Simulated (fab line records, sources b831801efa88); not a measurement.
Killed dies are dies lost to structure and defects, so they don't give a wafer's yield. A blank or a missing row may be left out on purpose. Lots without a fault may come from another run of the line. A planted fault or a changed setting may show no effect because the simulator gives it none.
Which tool did it? | flow sky130 | 10 lots, 30 wafers sampled, at 4 steps of a route of 708

WHAT THE GAUGES READ, wafer by wafer
SKY_SD_N_TW_MEAS_12.
lot  | measured     | on            | SD_N_TW
L815 | day 30 03:41 | film_metro-03 | 3937 3928 3948
L819 | day 30 08:07 | film_metro-02 | 4065 4074 4054
L821 | day 30 20:58 | film_metro-03 | 3923 3928 3926
L822 | day 31 03:30 | film_metro-03 | 3972 3947 3975
L825 | day 31 22:16 | film_metro-01 | 4002 3973 3975
L827 | day 32 22:16 | film_metro-01 | 4010 4006 4019
L828 | day 33 13:27 | film_metro-03 | 3909 3911 3931
L833 | day 34 13:55 | film_metro-01 | 4267 4238 4314
L834 | day 35 02:25 | film_metro-03 | 4200 4220 4212
L835 | day 35 07:47 | film_metro-03 | 4230 4226 4217

WHICH TOOL RAN EACH LOT (tool, then ch and the chambers of the sampled wafers, then the start)
lot  | SKY_POLY_GATE_ETCH_17            | SKY_SD_N_IMPLANT_09             | SKY_SD_N_STRIP_11
L815 | rie_si-02 ch 1,2,3, day 18 14:53 | implanter-01 ch 0, day 30 03:02 | plasma_asher-03 ch 1, day 30 03:35
L819 | rie_si-01 ch 0,1,3, day 18 21:19 | implanter-01 ch 0, day 30 07:41 | plasma_asher-04 ch 0,1, day 30 07:58
L821 | rie_si-01 ch 1,2, day 19 13:31   | implanter-01 ch 0, day 30 20:35 | plasma_asher-03 ch 0,1, day 30 20:52
L822 | rie_si-02 ch 0,1,3, day 19 20:10 | implanter-03 ch 0, day 31 03:06 | plasma_asher-03 ch 0,1, day 31 03:24
L825 | rie_si-02 ch 0,2,3, day 20 20:10 | implanter-02 ch 0, day 31 21:53 | plasma_asher-04 ch 0,1, day 31 22:10
L827 | rie_si-02 ch 1,2,3, day 21 23:29 | implanter-02 ch 0, day 32 21:54 | plasma_asher-03 ch 0,1, day 32 22:11
L828 | rie_si-01 ch 0,1,2, day 22 15:17 | implanter-03 ch 0, day 33 13:03 | plasma_asher-01 ch 0,1, day 33 13:21
L833 | rie_si-02 ch 0,3, day 23 20:28   | implanter-01 ch 0, day 34 13:32 | plasma_asher-03 ch 0,1, day 34 13:49
L834 | rie_si-01 ch 1,2, day 24 10:02   | implanter-01 ch 0, day 35 02:02 | plasma_asher-04 ch 0,1, day 35 02:19
L835 | rie_si-02 ch 0,1,3, day 24 12:22 | implanter-01 ch 0, day 35 07:23 | plasma_asher-03 ch 0,1, day 35 07:41
- SKY_POLY_GATE_ETCH_17: etches poly-Si in HBr/Cl2, stops on SiO2, target depth 180 nm, time 70.5 s.
- SKY_SD_N_IMPLANT_09
- SKY_SD_N_STRIP_11: strips in O2/N2.

THE ANSWER, worked out from the rows above alone
Rule: what is usual is taken from the lots themselves. Put in order of their means at a reading, lots are off if they are a third of the lots or fewer, leave a main group of 4 or more, and stand apart from it by a gap of 3 or more times the standard deviation of the main group's means; of several such gaps the widest counts. A main group whose means are all the same, to the digits that the tables above print for the reading, isn't used. A lot without any number at a reading at which 4 lots or more have one is off too. The other lots that the step has rows for count as sound.
Off: L833, L834, L835, at SKY_SD_N_TW_MEAS_12 (SD_N_TW). The main group: mean 3972, standard deviation 49.
A tool fits if, at a process step before that reading, it ran every lot that is off, and no sound lot after the first of them. The gauges at SKY_SD_N_TW_MEAS_12 are tried like those tools. One fits: implanter-01 at SKY_SD_N_IMPLANT_09. Its last sound lot is L821 (day 30 20:35), its first lot that is off L833 (day 34 13:32): a fault that began between those two fits.

WHAT THE SIMULATOR HAD PUT IN
Process parameter drift: implanter-01, from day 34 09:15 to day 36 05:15, at SKY_SD_N_IMPLANT_09. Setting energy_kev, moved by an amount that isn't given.
Lots struck among those shown: L833, L834, L835. The rule above found the same.
